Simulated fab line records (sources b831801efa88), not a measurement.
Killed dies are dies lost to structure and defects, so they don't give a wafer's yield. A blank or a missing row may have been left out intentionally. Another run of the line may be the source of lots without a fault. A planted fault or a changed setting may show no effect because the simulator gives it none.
What tool caused it? + flow sfq_line + 13 lots, 39 wafers sampled, at 1 step of a route of 325

== WHAT THE GAUGES SHOWED, per wafer ==
The record holds no reading of a measuring or inspecting step that can be judged against a usual standard deviation.

== EACH LOT AND THE TOOL THAT RAN IT (in order: tool; ch and the chambers of the sampled wafers; start) ==
| lot  | SFQ_TRILAYER_A5B_CMP_CMP_130  |
|------|-------------------------------|
| L487 | cmp-01 ch 2,3, day 58 17:43   |
| L488 | cmp-01 ch 0,3, day 59 02:07   |
| L489 | cmp-01 ch 0,1,3, day 59 17:35 |
| L490 | cmp-02 ch 0,2,3, day 60 09:04 |
| L491 | cmp-01 ch 1,3, day 60 18:40   |
| L492 | cmp-01 ch 0,1,2, day 61 17:25 |
| L493 | cmp-02 ch 0,1,2, day 61 22:44 |
| L496 | cmp-02 ch 1,2,3, day 63 02:59 |
| L499 | cmp-01 ch 0,1,2, day 64 08:07 |
| L500 | cmp-02 ch 0,1, day 64 08:19   |
| L505 | cmp-02 ch 1,3, day 64 19:07   |
| L506 | cmp-02 ch 1,2,3, day 64 21:37 |
| L510 | cmp-02 ch 0,1,3, day 65 08:07 |
- SFQ_TRILAYER_A5B_CMP_CMP_130: polishes, stops on Nb, target thk 340.7 nm.

== AS READ BY THE TOOLS THEMSELVES (means over the sampled wafers that have a number; for cases with no such wafer, the mark the record gives instead) ==
SFQ_TRILAYER_A5B_CMP_CMP_130. Usual: head_pressure_psi 3.000 psi, standard deviation 0.0071; motor_current_A 10.2 A, standard deviation 0.74; retaining_ring_pressure_frac 0.999, standard deviation 0.0052.
| lot  | tool   | head_pressure_psi (psi) | motor_current_A (A) | retaining_ring_pressure_frac | flag |
|------|--------|-------------------------|---------------------|------------------------------|------|
| L487 | cmp-01 | 2.997                   | 10.0                | 1.001                        |      |
| L488 | cmp-01 | 2.999                   | 10.1                | 0.993                        |      |
| L489 | cmp-01 | 3.006                   | 10.2                | 1.000                        |      |
| L490 | cmp-02 | 2.998                   | 10.4                | 0.998                        |      |
| L491 | cmp-01 | 3.003                   | 9.7                 | 1.000                        |      |
| L492 | cmp-01 | 3.002                   | 11.0                | 0.996                        |      |
| L493 | cmp-02 | 3.005                   | 9.9                 | 0.999                        |      |
| L496 | cmp-02 | 3.000                   | 9.8                 | 1.000                        |      |
| L499 | cmp-01 | 2.954                   | 10.6                | 1.000                        | OFF  |
| L500 | cmp-02 | 2.998                   | 10.3                | 1.004                        |      |
| L505 | cmp-02 | 3.004                   | 10.1                | 0.997                        |      |
| L506 | cmp-02 | 2.999                   | 9.8                 | 1.000                        |      |
| L510 | cmp-02 | 2.997                   | 10.5                | 1.000                        |      |

== THE ANSWER, worked out from the rows above alone ==
Rule: a lot counts as off when the mean over its wafers that have a number is more than 3 standard deviations away from the usual mean. A lot without any number at a reading at which 4 lots or more have one is off too. The other lots that the step has rows for count as sound. Order of review: gauges by route order, followed by the tools' own readings, for which a lot's mean as printed above is used. The first step at which some lot is off is used, and at that step the reading that is off furthest; a lot without a number counts as furthest.
Off, at SFQ_TRILAYER_A5B_CMP_CMP_130 on head_pressure_psi: L499.
If a tool, at that step or one of the process steps before it, ran each lot that is off and ran no sound lot following the first of them, it fits. One fits: cmp-01 at SFQ_TRILAYER_A5B_CMP_CMP_130. A fault onset in the window from L492 (day 61 17:25, its last sound lot) to L499 (day 64 08:07, its first lot off) fits.
The tool's own readings at SFQ_TRILAYER_A5B_CMP_CMP_130 bear it out: on the lots that are off they differ by more than 5 times the standard deviation of the sound lots' means. head_pressure_psi reads 2.954 psi there against 3.001 psi on the sound lots.

== WHAT THE SIMULATOR PUT IN ==
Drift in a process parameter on cmp-01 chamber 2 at SFQ_TRILAYER_A5B_CMP_CMP_130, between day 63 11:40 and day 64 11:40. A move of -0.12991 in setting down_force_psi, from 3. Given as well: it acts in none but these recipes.
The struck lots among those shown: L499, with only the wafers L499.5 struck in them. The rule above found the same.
